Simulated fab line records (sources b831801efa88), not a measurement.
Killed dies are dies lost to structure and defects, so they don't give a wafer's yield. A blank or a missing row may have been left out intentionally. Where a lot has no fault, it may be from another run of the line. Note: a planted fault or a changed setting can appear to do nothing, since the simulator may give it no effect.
fab line records | flow sky130 | part 1 of 2: steps 1 to 27 of 37
record lots=5 | wafers=15 | last_day=49
route steps=708 shown METAL3@560 VIA3@573
lots that met no fault: taken from a fault-free run of the same line
start_h: the number of hours between the record's first day and the start of the first shown wafer of the lot | wait_h: hours from the lot's prior step to this one | " the same as in the row above | L1.1+2: one row covering several wafers at once | - no value present, or no start provided | * or withheld: withheld | < > ~ a bound
route shown NAME@n: a module of which the file shows steps, and the number in the route of the first | usual: mean/standard deviation of fault-free wafers | same: alike in all rows | chamber/n: place in a boat | sites: each site's reading | _std_site: the values' standard deviation | _edge_site: mean of outer sites minus mean of inner sites | radius_mm: how far each site lies from the wafer's centre | mask NAME#n: copy n | behind: the tool/chamber that last shaped the wafer | hold: why the lot went on hold/how many hours it stayed there/how the hold came to an end | device: the transistor (n, p or np) that didn't switch | end of line: the same wafers' tests at the end of the route | a step with no rows: only its recipe | killed: at the first sort, the dies lost to defects and structure; wafer yield is something else | map: per-die view of a wafer (x killed, . not killed, _ where there is no die)
set.NAME: the setting as run; set.NAME@STEP: as run at that earlier step | model.NAME: the simulator's own value behind a step, which no gauge read
a table for each step, a row for each wafer; lots at some steps of the route
services: the hour from which a tool's chamber was out of use, counted from the record's first day as start_h (under 0 if before that day), plus the number of hours and why
## steps
# step SKY_METAL3_EXPOSE_10
# recipe mask_id=MM3 | na=0.68 | source_shape=annular | sigma_inner=0.4 | sigma_outer=0.8 | target_cd_nm=300 | dose_mj=28.65
# usual focus_offset_nm=0.0/0.47 | reticle_temp_C=22.98/0.11
lot.wafer | tool           | chamber | start_h | wait_h | mask  | focus_offset_nm | reticle_temp_C
L074.1    | krf_scanner-01 | 0       | -       | -      | MM3#0 | 0.8             | 23.03
L074.2    | "              | 0       | "       | "      | MM3#0 | 0.0             | 23.03
L074.5    | "              | 0       | "       | "      | MM3#0 | 0.2             | 23.10
L083.2    | krf_scanner-01 | 0       | -       | -      | MM3#0 | -0.2            | 22.79
L083.3    | "              | 0       | "       | "      | MM3#0 | 0.2             | 22.88
L083.4    | "              | 0       | "       | "      | MM3#0 | 0.4             | 22.84
L088.1    | krf_scanner-02 | 0       | -       | -      | MM3#0 | 0.2             | 23.01
L088.3    | "              | 0       | "       | "      | MM3#0 | 0.4             | 23.14
L088.6    | "              | 0       | "       | "      | MM3#0 | 0.9             | 23.08
L091.1    | krf_scanner-01 | 0       | -       | -      | MM3#0 | 0.8             | 23.22
L091.4    | "              | 0       | "       | "      | MM3#0 | 0.2             | 23.03
L091.6    | "              | 0       | "       | "      | MM3#0 | 0.2             | 23.13
L092.1    | krf_scanner-02 | 0       | -       | -      | MM3#0 | -0.3            | 23.12
L092.2    | "              | 0       | "       | "      | MM3#0 | 0.7             | 23.04
L092.4    | "              | 0       | "       | "      | MM3#0 | 0.0             | 23.09
# step SKY_METAL3_PEB_11
# recipe peb_temp_c=withheld | peb_time_s=withheld | resist=KrF-thick
lot.wafer  | tool           | chamber | start_h | wait_h
L074.1+2+5 | litho_track-01 | 0       | -       | -
L083.2+3+4 | litho_track-02 | 0       | -       | -
L088.1+3+6 | litho_track-04 | 0       | -       | -
L091.1+4+6 | litho_track-04 | 0       | -       | -
L092.1+2+4 | litho_track-01 | 0       | -       | -
# step SKY_METAL3_DEVELOP_12
# recipe develop_time_s=60 | resist=KrF-thick | dev_temp_c=21
lot.wafer  | tool           | chamber | start_h | wait_h
L074.1+2+5 | litho_track-01 | 0       | -       | -
L083.2+3+4 | litho_track-02 | 0       | -       | -
L088.1+3+6 | litho_track-04 | 0       | -       | -
L091.1+4+6 | litho_track-04 | 0       | -       | -
L092.1+2+4 | litho_track-01 | 0       | -       | -
# step SKY_METAL3_CD_MEAS_13
# recipe target_cd_nm=300
# usual cd_nm=299.6/1.4
lot.wafer | tool      | chamber | start_h | wait_h | cd_nm
L074.1    | cd_sem-01 | -       | 892.65  | -      | 300.7
L074.2    | "         | -       | "       | "      | 301.0
L074.5    | "         | -       | "       | "      | 301.1
L083.2    | cd_sem-02 | -       | 965.56  | -      | 303.0
L083.3    | "         | -       | "       | "      | 300.0
L083.4    | "         | -       | "       | "      | 300.2
L088.1    | cd_sem-02 | -       | 1001.39 | -      | 301.9
L088.3    | "         | -       | "       | "      | 302.8
L088.6    | "         | -       | "       | "      | 302.2
L091.1    | cd_sem-02 | -       | 1021.60 | -      | 300.8
L091.4    | "         | -       | "       | "      | 301.7
L091.6    | "         | -       | "       | "      | 299.3
L092.1    | cd_sem-02 | -       | 1022.50 | -      | 299.0
L092.2    | "         | -       | "       | "      | 299.8
L092.4    | "         | -       | "       | "      | 300.1
# step SKY_METAL3_OVL_MEAS_14
# usual METAL3_OVL=-1/5.4
lot.wafer | tool       | chamber | start_h | wait_h | METAL3_OVL[nm]
L074.1    | overlay-01 | -       | 892.77  | 0.1    | -9
L074.2    | "          | -       | "       | "      | -4
L074.5    | "          | -       | "       | "      | -2
L083.2    | overlay-02 | -       | 965.66  | 0.1    | 2
L083.3    | "          | -       | "       | "      | 5
L083.4    | "          | -       | "       | "      | 3
L088.1    | overlay-01 | -       | 1001.51 | 0.1    | 4
L088.3    | "          | -       | "       | "      | -1
L088.6    | "          | -       | "       | "      | 0
L091.1    | overlay-02 | -       | 1021.72 | 0.1    | 2
L091.4    | "          | -       | "       | "      | 0
L091.6    | "          | -       | "       | "      | -3
L092.1    | overlay-01 | -       | 1022.62 | 0.1    | 0
L092.2    | "          | -       | "       | "      | 3
L092.4    | "          | -       | "       | "      | -6
# step SKY_METAL3_DESCUM_15
# recipe chemistry=O2 | source_power_w=150 | bias_power_w=0 | pressure_mtorr=10 | temp_c=40 | time_s=8
# usual drypump_motor_current_A=5.6/0.45 | oes_product_au=0.998/0.0085
lot.wafer | tool         | chamber | start_h | wait_h | drypump_motor_current_A | oes_product_au | rf_hours_counter_h
L074.1    | rie_metal-02 | 1       | 892.81  | 0.0    | 5.8                     | 1.015          | 19
L074.2    | "            | 0       | "       | "      | 6.4                     | 1.000          | 3
L074.5    | "            | 0       | "       | "      | 6.4                     | 1.001          | -
L083.2    | rie_metal-04 | 0       | 965.69  | 0.0    | 6.0                     | 0.986          | 1
L083.3    | "            | 1       | "       | "      | 5.4                     | 0.981          | -
L083.4    | "            | 0       | "       | "      | 6.1                     | 0.982          | -
L088.1    | rie_metal-03 | 0       | 1001.55 | 0.0    | 5.5                     | 1.008          | 5
L088.3    | "            | 0       | "       | "      | 5.6                     | 0.999          | -
L088.6    | "            | 1       | "       | "      | 5.0                     | 0.993          | -
L091.1    | rie_metal-03 | 1       | 1021.75 | 0.0    | 5.0                     | 1.012          | 12
L091.4    | "            | 1       | "       | "      | 5.0                     | 1.003          | -
L091.6    | "            | 1       | "       | "      | 5.0                     | 0.995          | -
L092.1    | rie_metal-04 | 1       | 1022.66 | 0.0    | 5.4                     | 0.991          | 17
L092.2    | "            | 0       | "       | "      | 6.1                     | 0.996          | 5
L092.4    | "            | 1       | "       | "      | 5.4                     | 0.990          | -
# step SKY_METAL3_ETCH_16
# recipe chemistry=N2/H2 | target=BARC | ion_energy_ev=200 | bias_w=100 | pressure_mtorr=30 | n2_flow_sccm=100 | h2_flow_sccm=200 | icp_w=500 | stop_on=SiO2 | time_s=88.2 | target_depth_a=600
# usual drypump_motor_current_A=5.7/0.45 | oes_product_au=0.625/0.0044 | throttle_valve_pct=13.204/0.01
lot.wafer | tool         | chamber | start_h | wait_h | drypump_motor_current_A | oes_product_au | rf_hours_counter_h | throttle_valve_pct
L074.1    | rie_metal-02 | 1       | 892.84  | 0.0    | 5.8                     | 0.622          | 19                 | 13.192
L074.2    | "            | 0       | "       | "      | 6.4                     | 0.625          | 3                  | 13.205
L074.5    | "            | 0       | "       | "      | 6.4                     | 0.624          | -                  | 13.197
L083.2    | rie_metal-04 | 0       | 965.73  | 0.0    | 6.1                     | 0.629          | 1                  | 13.201
L083.3    | "            | 1       | "       | "      | 5.4                     | 0.623          | -                  | 13.213
L083.4    | "            | 0       | "       | "      | 6.1                     | 0.620          | -                  | 13.206
L088.1    | rie_metal-03 | 0       | 1001.58 | 0.0    | 5.5                     | 0.639          | 5                  | 13.195
L088.3    | "            | 0       | "       | "      | 5.6                     | 0.626          | -                  | 13.208
L088.6    | "            | 1       | "       | "      | 5.0                     | 0.628          | -                  | 13.205
L091.1    | rie_metal-03 | 1       | 1021.78 | 0.0    | 5.0                     | 0.626          | 12                 | 13.211
L091.4    | "            | 1       | "       | "      | 5.0                     | 0.628          | -                  | 13.190
L091.6    | "            | 1       | "       | "      | 5.0                     | 0.623          | -                  | 13.203
L092.1    | rie_metal-04 | 1       | 1022.69 | 0.0    | 5.4                     | 0.627          | 17                 | 13.207
L092.2    | "            | 0       | "       | "      | 6.1                     | 0.625          | 5                  | 13.205
L092.4    | "            | 1       | "       | "      | 5.4                     | 0.618          | -                  | 13.234
# step SKY_METAL3_ETCH_17
# recipe target=SiO2 | stop_on=TiN | chemistry=C4F8/O2/Ar | source_w=1500 | bias_w=1200 | pressure_mtorr=40 | c4f8_flow_sccm=withheld | O2_flow_sccm=6 | Ar_flow_sccm=300 | time_s=4.073 | target_depth_a=150
# usual oes_product_au=0.743/0.0074
lot.wafer | tool        | chamber | start_h | wait_h | oes_product_au | rf_hours_counter_h
L074.1    | rie_diel-01 | 3       | 892.94  | 0.1    | 0.739          | 20
L074.2    | "           | 1       | "       | "      | 0.721          | 4
L074.5    | "           | 1       | "       | "      | 0.740          | -
L083.2    | rie_diel-04 | 0       | 965.82  | 0.1    | 0.738          | 15
L083.3    | "           | 3       | "       | "      | 0.738          | 11
L083.4    | "           | 2       | "       | "      | 0.756          | 16
L088.1    | rie_diel-03 | 3       | 1001.68 | 0.1    | 0.723          | 22
L088.3    | "           | 1       | "       | "      | 0.718          | 13
L088.6    | "           | 0       | "       | "      | 0.729          | -
L091.1    | rie_diel-01 | 3       | 1021.88 | 0.1    | 0.730          | 24
L091.4    | "           | 0       | "       | "      | 0.744          | -
L091.6    | "           | 1       | "       | "      | 0.740          | -
L092.1    | rie_diel-04 | 0       | 1022.79 | 0.1    | 0.738          | 16
L092.2    | "           | 3       | "       | "      | 0.742          | 12
L092.4    | "           | 1       | "       | "      | 0.746          | 12
# step SKY_METAL3_METAL_ETCH_18
# recipe target_depth_a=8450 | stop_on=SiO2 | over_etch_frac=0.3 | time_s=183.1 | chemistry=Cl2/BCl3 | resist_sidewall_deg=88 | pressure_mtorr=10 | icp_w=900 | bias_w=48.5 | Cl2_flow_sccm=60 | bcl3_flow_sccm=30
# usual drypump_motor_current_A=5.6/0.42 | oes_product_au=0.865/0.0064 | throttle_valve_pct=22.264/0.0089
lot.wafer | tool         | chamber | start_h | wait_h | drypump_motor_current_A | oes_product_au | rf_hours_counter_h | throttle_valve_pct
L074.1    | rie_metal-03 | 0       | 892.96  | 0.0    | 5.5                     | 0.866          | 1                  | 22.271
L074.2    | "            | 1       | "       | "      | 5.0                     | 0.862          | 7                  | 22.260
L074.5    | "            | 1       | "       | "      | 5.0                     | 0.875          | -                  | 22.289
L083.2    | rie_metal-02 | 0       | 965.84  | 0.0    | 6.4                     | 0.860          | 7                  | 22.256
L083.3    | "            | 1       | "       | "      | 5.8                     | 0.875          | -                  | 22.254
L083.4    | "            | 0       | "       | "      | 6.4                     | 0.866          | -                  | 22.277
L088.1    | rie_metal-04 | 0       | 1001.70 | 0.0    | 6.0                     | 0.873          | 3                  | 22.275
L088.3    | "            | 0       | "       | "      | 6.0                     | 0.858          | -                  | 22.276
L088.6    | "            | 1       | "       | "      | 5.4                     | 0.862          | -                  | 22.250
L091.1    | rie_metal-02 | 0       | 1021.90 | 0.0    | 6.4                     | 0.858          | 9                  | 22.268
L091.4    | "            | 0       | "       | "      | 6.4                     | 0.863          | -                  | 22.259
L091.6    | "            | 0       | "       | "      | 6.4                     | 0.855          | -                  | 22.275
L092.1    | rie_metal-03 | 1       | 1022.81 | 0.0    | 5.0                     | 0.863          | 12                 | 22.267
L092.2    | "            | 0       | "       | "      | 5.6                     | 0.857          | 6                  | 22.275
L092.4    | "            | 0       | "       | "      | 5.5                     | 0.859          | -                  | 22.255
# step SKY_METAL3_STRIP_19
# recipe chemistry=O2/N2 | power_w=1400 | pressure_mtorr=1500 | platen_temp_c=withheld | o2_flow_sccm=3000 | n2_flow_sccm=300 | overash_fraction=0.5
# usual drypump_motor_current_A=5.9/0.31 | o2_flow_sccm=3001/9.5 | oes_product_au=0.505/0.0058 | strip_time_to_endpoint_s=6.58/0.075
lot.wafer | tool            | chamber | start_h | wait_h | drypump_motor_current_A | o2_flow_sccm | oes_product_au | rf_hours_counter_h | strip_time_to_endpoint_s
L074.1    | plasma_asher-02 | 0       | 893.14  | 0.1    | 5.8                     | 3007         | 0.490          | 79                 | 6.44
L074.2    | "               | 1       | "       | "      | 6.0                     | 2998         | 0.498          | 79                 | 6.56
L074.5    | "               | 0       | "       | "      | 5.8                     | 2992         | 0.498          | -                  | 6.52
L083.2    | plasma_asher-01 | 1       | 966.02  | 0.1    | 5.5                     | 3023         | 0.495          | 110                | 6.47
L083.3    | "               | 1       | "       | "      | 5.6                     | 3008         | 0.504          | -                  | 6.49
L083.4    | "               | 0       | "       | "      | 6.2                     | 3024         | 0.506          | -                  | 6.51
L088.1    | plasma_asher-03 | 0       | 1001.88 | 0.1    | 5.6                     | 2997         | 0.506          | 27                 | 6.56
L088.3    | "               | 0       | "       | "      | 5.6                     | 2992         | 0.507          | -                  | 6.63
L088.6    | "               | 1       | "       | "      | 6.4                     | 3005         | 0.498          | -                  | 6.59
L091.1    | plasma_asher-03 | 0       | 1022.08 | 0.1    | 5.6                     | 2990         | 0.501          | 29                 | 6.54
L091.4    | "               | 0       | "       | "      | 5.6                     | 3000         | 0.496          | -                  | 6.53
L091.6    | "               | 1       | "       | "      | 6.3                     | 2987         | 0.501          | -                  | 6.47
L092.1    | plasma_asher-02 | 1       | 1022.99 | 0.1    | 6.1                     | 3004         | 0.502          | 92                 | 6.67
L092.2    | "               | 0       | "       | "      | 5.8                     | 3003         | 0.500          | 92                 | 6.59
L092.4    | "               | 1       | "       | "      | 6.1                     | 3017         | 0.503          | -                  | 6.60
# step SKY_METAL3_STRIP_20
# recipe chemistry=post_etch_residue_remover | time_s=1200 | temp_c=72.5
lot.wafer  | tool         | chamber | start_h | wait_h
L074.1+2+5 | wet_bench-03 | 3       | 893.24  | 0.1
L083.2+3+4 | wet_bench-04 | 3       | 966.12  | 0.1
L088.1+3+6 | wet_bench-03 | 1       | 1001.98 | 0.1
L091.1+4+6 | wet_bench-02 | 3       | 1022.18 | 0.1
L092.1+2+4 | wet_bench-04 | 2       | 1023.09 | 0.1
# step SKY_METAL3_CLEAN_21
# recipe chemistry=IPA | time_s=180 | temp_c=25
lot.wafer  | tool         | chamber | start_h | wait_h
L074.1+2+5 | wet_bench-02 | 2       | 893.58  | 0.0
L083.2+3+4 | wet_bench-04 | 0       | 966.46  | 0.0
L088.1+3+6 | wet_bench-04 | 3       | 1002.35 | 0.0
L091.1+4+6 | wet_bench-03 | 1       | 1022.52 | 0.0
L092.1+2+4 | wet_bench-04 | 3       | 1023.46 | 0.0
# step SKY_METAL3_CLEAN_22
# recipe chemistry=O3/DIW | dry=n2_spin
lot.wafer  | tool         | chamber | start_h | wait_h
L074.1+2+5 | wet_bench-03 | 1       | 893.64  | 0.0
L083.2+3+4 | wet_bench-03 | 3       | 966.52  | 0.0
L088.1+3+6 | wet_bench-02 | 2       | 1002.41 | 0.0
L091.1+4+6 | wet_bench-04 | 0       | 1022.58 | 0.0
L092.1+2+4 | wet_bench-02 | 0       | 1023.60 | 0.1
# step SKY_VIA3_HDPCVD_00
# recipe material=SiO2 | target_thk_nm=1635 | sigma_open_frac=0.3 | time_s=272.5 | temp_c=400 | sih4_flow_sccm=60 | pressure_mtorr=6
lot.wafer  | tool      | chamber | start_h | wait_h
L074.1+2+5 | hdpcvd-01 | 2,0,0   | 893.73  | 0.0
L083.2+3+4 | hdpcvd-01 | 1,2,1   | 966.61  | 0.0
L088.1+3+6 | hdpcvd-02 | 0,2,1   | 1002.51 | 0.0
L091.1+4+6 | hdpcvd-02 | 1,0,1   | 1022.68 | 0.0
L092.1+2+4 | hdpcvd-02 | 2,1,2   | 1023.70 | 0.0
# step SKY_VIA3_THK_MEAS_01
# recipe reads=SiO2_of_VIA3_HDPCVD_00
# usual VIA3_HDPCVD_THK=1639/15
lot.wafer | tool          | chamber | start_h | wait_h | VIA3_HDPCVD_THK[nm]
L074.1    | film_metro-04 | -       | 893.90  | 0.1    | 1643
L074.2    | "             | -       | "       | "      | 1661
L074.5    | "             | -       | "       | "      | 1647
L083.2    | film_metro-02 | -       | 966.79  | 0.1    | 1642
L083.3    | "             | -       | "       | "      | 1639
L083.4    | "             | -       | "       | "      | 1643
L088.1    | film_metro-01 | -       | 1002.68 | 0.1    | 1621
L088.3    | "             | -       | "       | "      | 1633
L088.6    | "             | -       | "       | "      | 1618
L091.1    | film_metro-02 | -       | 1022.85 | 0.1    | 1609
L091.4    | "             | -       | "       | "      | 1615
L091.6    | "             | -       | "       | "      | 1621
L092.1    | film_metro-04 | -       | 1023.86 | 0.1    | 1643
L092.2    | "             | -       | "       | "      | 1654
L092.4    | "             | -       | "       | "      | 1629
# step SKY_VIA3_CMP_02
# recipe material=SiO2 | down_force_psi=4 | platen_rpm=60 | pad_velocity_m_s=0.94248
# usual motor_current_A=12.4/1.1 | platen_rpm=60.00/0.033
lot.wafer | tool   | chamber | start_h | wait_h | motor_current_A | platen_rpm
L074.1    | cmp-02 | 3       | 893.96  | 0.1    | 12.8            | 60.00
L074.2    | "      | 2       | "       | "      | 12.4            | 59.95
L074.5    | "      | 0       | "       | "      | 11.7            | 59.94
L083.3    | cmp-02 | 0       | 966.84  | 0.0    | 12.3            | 59.97
L083.2    | "      | 2       | "       | "      | 13.4            | 59.96
L083.4    | "      | 3       | "       | "      | 13.2            | 60.00
L088.3    | cmp-02 | 3       | 1002.79 | 0.1    | 13.2            | 60.00
L088.1    | "      | 0       | "       | "      | 11.9            | 60.02
L088.6    | "      | 3       | "       | "      | 13.6            | 60.02
L091.4    | cmp-01 | 2       | 1022.91 | 0.0    | 13.0            | 60.04
L091.1    | "      | 0       | "       | "      | 11.6            | 59.98
L091.6    | "      | 3       | "       | "      | 11.4            | 60.00
L092.1    | cmp-01 | 2       | 1023.92 | 0.1    | 13.5            | 60.01
L092.2    | "      | 3       | "       | "      | 11.1            | 60.03
L092.4    | "      | 0       | "       | "      | 11.0            | 60.04
# step SKY_VIA3_BOW_MEAS_03
# recipe mode=bow
# usual VIA3_BOW=80/7.5
lot.wafer | tool          | chamber | start_h | wait_h | VIA3_BOW[um]
L074.1    | film_metro-02 | -       | 894.27  | 0.3    | 71
L074.2    | "             | -       | "       | "      | 82
L074.5    | "             | -       | "       | "      | 79
L083.2    | film_metro-02 | -       | 967.16  | 0.2    | 88
L083.3    | "             | -       | "       | "      | 77
L083.4    | "             | -       | "       | "      | 79
L088.1    | film_metro-02 | -       | 1003.04 | 0.1    | 87
L088.3    | "             | -       | "       | "      | 87
L088.6    | "             | -       | "       | "      | 93
L091.1    | film_metro-02 | -       | 1023.21 | 0.1    | 72
L091.4    | "             | -       | "       | "      | 73
L091.6    | "             | -       | "       | "      | 91
L092.1    | film_metro-04 | -       | 1024.22 | 0.2    | 76
L092.2    | "             | -       | "       | "      | 84
L092.4    | "             | -       | "       | "      | 76
# step SKY_VIA3_DEHYDRATE_04
# recipe temp_c=200 | time_s=60
# usual heater_power_total_W=160.37/0.14
lot.wafer | tool           | chamber | start_h | wait_h | heater_power_total_W
L074.1    | litho_track-01 | 0       | 906.30  | 12.0   | 160.40
L074.2    | "              | 0       | "       | "      | 160.49
L074.5    | "              | 0       | "       | "      | 160.41
L083.2    | litho_track-02 | 0       | 978.06  | 10.9   | 160.29
L083.3    | "              | 0       | "       | "      | 160.33
L083.4    | "              | 0       | "       | "      | 160.26
L088.1    | litho_track-01 | 0       | 1015.35 | 12.3   | 160.26
L088.3    | "              | 0       | "       | "      | 160.43
L088.6    | "              | 0       | "       | "      | 160.63
L091.1    | litho_track-01 | 0       | 1035.15 | 11.9   | 160.23
L091.4    | "              | 0       | "       | "      | 160.28
L091.6    | "              | 0       | "       | "      | 160.46
L092.1    | litho_track-03 | 0       | 1036.12 | 11.9   | 160.34
L092.2    | "              | 0       | "       | "      | 160.27
L092.4    | "              | 0       | "       | "      | 160.27
# step SKY_VIA3_HMDS_05
# recipe prime_time_s=60 | prime_temp_c=120
lot.wafer  | tool           | chamber | start_h | wait_h
L074.1+2+5 | litho_track-01 | 0       | 906.45  | 0.1
L083.2+3+4 | litho_track-02 | 0       | 978.21  | 0.1
L088.1+3+6 | litho_track-01 | 0       | 1015.50 | 0.1
L091.1+4+6 | litho_track-01 | 0       | 1035.30 | 0.1
L092.1+2+4 | litho_track-03 | 0       | 1036.27 | 0.1
# step SKY_VIA3_COAT_06
# recipe resist=BARC | temp_c=withheld | time_s=withheld | spin_rpm=3000 | resist_thk_nm=60
# usual spin_speed_rpm=3000.1/2.1
lot.wafer | tool           | chamber | start_h | wait_h | spin_speed_rpm
L074.1    | litho_track-01 | 0       | 906.60  | 0.1    | 2997.3
L074.2    | "              | 0       | "       | "      | 3000.0
L074.5    | "              | 0       | "       | "      | 3002.5
L083.2    | litho_track-02 | 0       | 978.36  | 0.1    | 2997.9
L083.3    | "              | 0       | "       | "      | 3000.0
L083.4    | "              | 0       | "       | "      | 3001.1
L088.1    | litho_track-01 | 0       | 1015.65 | 0.1    | 3000.4
L088.3    | "              | 0       | "       | "      | 3001.8
L088.6    | "              | 0       | "       | "      | 3001.2
L091.1    | litho_track-01 | 0       | 1035.45 | 0.1    | 2998.2
L091.4    | "              | 0       | "       | "      | 3000.8
L091.6    | "              | 0       | "       | "      | 2999.1
L092.1    | litho_track-03 | 0       | 1036.42 | 0.1    | 3001.1
L092.2    | "              | 0       | "       | "      | 3000.2
L092.4    | "              | 0       | "       | "      | 2999.9
# step SKY_VIA3_COAT_07
# recipe resist=KrF-thick | spin_rpm=3000 | resist_thk_nm=450
# usual spin_speed_rpm=3000.0/1.8
lot.wafer | tool           | chamber | start_h | wait_h | spin_speed_rpm
L074.1    | litho_track-01 | 0       | -       | -      | 2997.2
L074.2    | "              | 0       | "       | "      | 3000.1
L074.5    | "              | 0       | "       | "      | 2998.6
L083.2    | litho_track-02 | 0       | -       | -      | 2998.4
L083.3    | "              | 0       | "       | "      | 3000.3
L083.4    | "              | 0       | "       | "      | 3002.0
L088.1    | litho_track-01 | 0       | -       | -      | 3001.3
L088.3    | "              | 0       | "       | "      | 3002.0
L088.6    | "              | 0       | "       | "      | 2999.6
L091.1    | litho_track-01 | 0       | -       | -      | 3000.5
L091.4    | "              | 0       | "       | "      | 3001.3
L091.6    | "              | 0       | "       | "      | 3000.1
L092.1    | litho_track-03 | 0       | -       | -      | 2998.8
L092.2    | "              | 0       | "       | "      | 3000.9
L092.4    | "              | 0       | "       | "      | 3003.3
# step SKY_VIA3_SOFTBAKE_08
# recipe temp_c=100 | time_s=90 | resist=KrF-thick
# usual heater_power_total_W=57.36/0.12
lot.wafer | tool           | chamber | start_h | wait_h | heater_power_total_W
L074.1    | litho_track-01 | 0       | -       | -      | 57.44
L074.2    | "              | 0       | "       | "      | 57.40
L074.5    | "              | 0       | "       | "      | 57.17
L083.2    | litho_track-02 | 0       | -       | -      | 57.37
L083.3    | "              | 0       | "       | "      | 57.30
L083.4    | "              | 0       | "       | "      | 57.24
L088.1    | litho_track-01 | 0       | -       | -      | 57.24
L088.3    | "              | 0       | "       | "      | 57.31
L088.6    | "              | 0       | "       | "      | 57.35
L091.1    | litho_track-01 | 0       | -       | -      | 57.48
L091.4    | "              | 0       | "       | "      | 57.39
L091.6    | "              | 0       | "       | "      | 57.49
L092.1    | litho_track-03 | 0       | -       | -      | 57.31
L092.2    | "              | 0       | "       | "      | 57.47
L092.4    | "              | 0       | "       | "      | 57.47
# step SKY_VIA3_EXPOSE_09
# recipe mask_id=VIM3 | na=0.8 | source_shape=annular | sigma_inner=0.55 | sigma_outer=0.85 | target_cd_nm=200 | dose_mj=38
# usual focus_offset_nm=-0.2/0.5 | reticle_temp_C=22.98/0.12
lot.wafer | tool           | chamber | start_h | wait_h | mask   | focus_offset_nm | reticle_temp_C
L074.1    | krf_scanner-01 | 0       | -       | -      | VIM3#0 | 0.2             | 22.84
L074.2    | "              | 0       | "       | "      | VIM3#0 | -0.3            | 22.92
L074.5    | "              | 0       | "       | "      | VIM3#0 | -0.5            | 22.74
L083.2    | krf_scanner-02 | 0       | -       | -      | VIM3#0 | -1.0            | 23.13
L083.3    | "              | 0       | "       | "      | VIM3#0 | 0.3             | 23.18
L083.4    | "              | 0       | "       | "      | VIM3#0 | -0.7            | 23.17
L088.1    | krf_scanner-02 | 0       | -       | -      | VIM3#0 | -0.3            | 22.86
L088.3    | "              | 0       | "       | "      | VIM3#0 | -0.1            | 23.00
L088.6    | "              | 0       | "       | "      | VIM3#0 | -0.5            | 23.11
L091.1    | krf_scanner-02 | 0       | -       | -      | VIM3#0 | -0.1            | 23.00
L091.4    | "              | 0       | "       | "      | VIM3#0 | 0.0             | 23.02
L091.6    | "              | 0       | "       | "      | VIM3#0 | 0.7             | 23.11
L092.1    | krf_scanner-01 | 0       | -       | -      | VIM3#0 | -0.6            | 23.06
L092.2    | "              | 0       | "       | "      | VIM3#0 | 0.8             | 23.15
L092.4    | "              | 0       | "       | "      | VIM3#0 | -0.9            | 23.18
# step SKY_VIA3_PEB_10
# recipe peb_temp_c=withheld | peb_time_s=withheld | resist=KrF-thick
lot.wafer  | tool           | chamber | start_h | wait_h
L074.1+2+5 | litho_track-02 | 0       | -       | -
L083.2+3+4 | litho_track-03 | 0       | -       | -
L088.1+3+6 | litho_track-01 | 0       | -       | -
L091.1+4+6 | litho_track-03 | 0       | -       | -
L092.1+2+4 | litho_track-01 | 0       | -       | -
# step SKY_VIA3_DEVELOP_11
# recipe develop_time_s=60 | resist=KrF-thick | dev_temp_c=21
lot.wafer  | tool           | chamber | start_h | wait_h
L074.1+2+5 | litho_track-02 | 0       | -       | -
L083.2+3+4 | litho_track-03 | 0       | -       | -
L088.1+3+6 | litho_track-01 | 0       | -       | -
L091.1+4+6 | litho_track-03 | 0       | -       | -
L092.1+2+4 | litho_track-01 | 0       | -       | -
# step SKY_VIA3_CD_MEAS_12
# recipe target_cd_nm=200
# usual cd_nm=200.0/1.3
lot.wafer | tool      | chamber | start_h | wait_h | cd_nm
L074.1    | cd_sem-01 | -       | 919.69  | -      | 199.7
L074.2    | "         | -       | "       | "      | 200.1
L074.5    | "         | -       | "       | "      | 200.7
L083.2    | cd_sem-02 | -       | 991.24  | -      | 198.8
L083.3    | "         | -       | "       | "      | 202.1
L083.4    | "         | -       | "       | "      | 198.4
L088.1    | cd_sem-01 | -       | 1025.95 | -      | 199.8
L088.3    | "         | -       | "       | "      | 198.2
L088.6    | "         | -       | "       | "      | 199.6
L091.1    | cd_sem-01 | -       | 1046.37 | -      | 198.8
L091.4    | "         | -       | "       | "      | 199.3
L091.6    | "         | -       | "       | "      | 200.0
L092.1    | cd_sem-02 | -       | 1047.05 | -      | 199.7
L092.2    | "         | -       | "       | "      | 199.6
L092.4    | "         | -       | "       | "      | 199.6
# step SKY_VIA3_OVL_MEAS_13
# usual VIA3_OVL=-1/5.6
lot.wafer | tool       | chamber | start_h | wait_h | VIA3_OVL[nm]
L074.1    | overlay-02 | -       | 919.81  | 0.1    | -1
L074.2    | "          | -       | "       | "      | 0
L074.5    | "          | -       | "       | "      | -4
L083.2    | overlay-01 | -       | 991.35  | 0.1    | -12
L083.3    | "          | -       | "       | "      | -4
L083.4    | "          | -       | "       | "      | -7
L088.1    | overlay-01 | -       | 1026.07 | 0.1    | -10
L088.3    | "          | -       | "       | "      | -4
L088.6    | "          | -       | "       | "      | -5
L091.1    | overlay-02 | -       | 1046.49 | 0.1    | -6
L091.4    | "          | -       | "       | "      | 6
L091.6    | "          | -       | "       | "      | -4
L092.1    | overlay-02 | -       | 1047.20 | 0.1    | 3
L092.2    | "          | -       | "       | "      | 5
L092.4    | "          | -       | "       | "      | 4
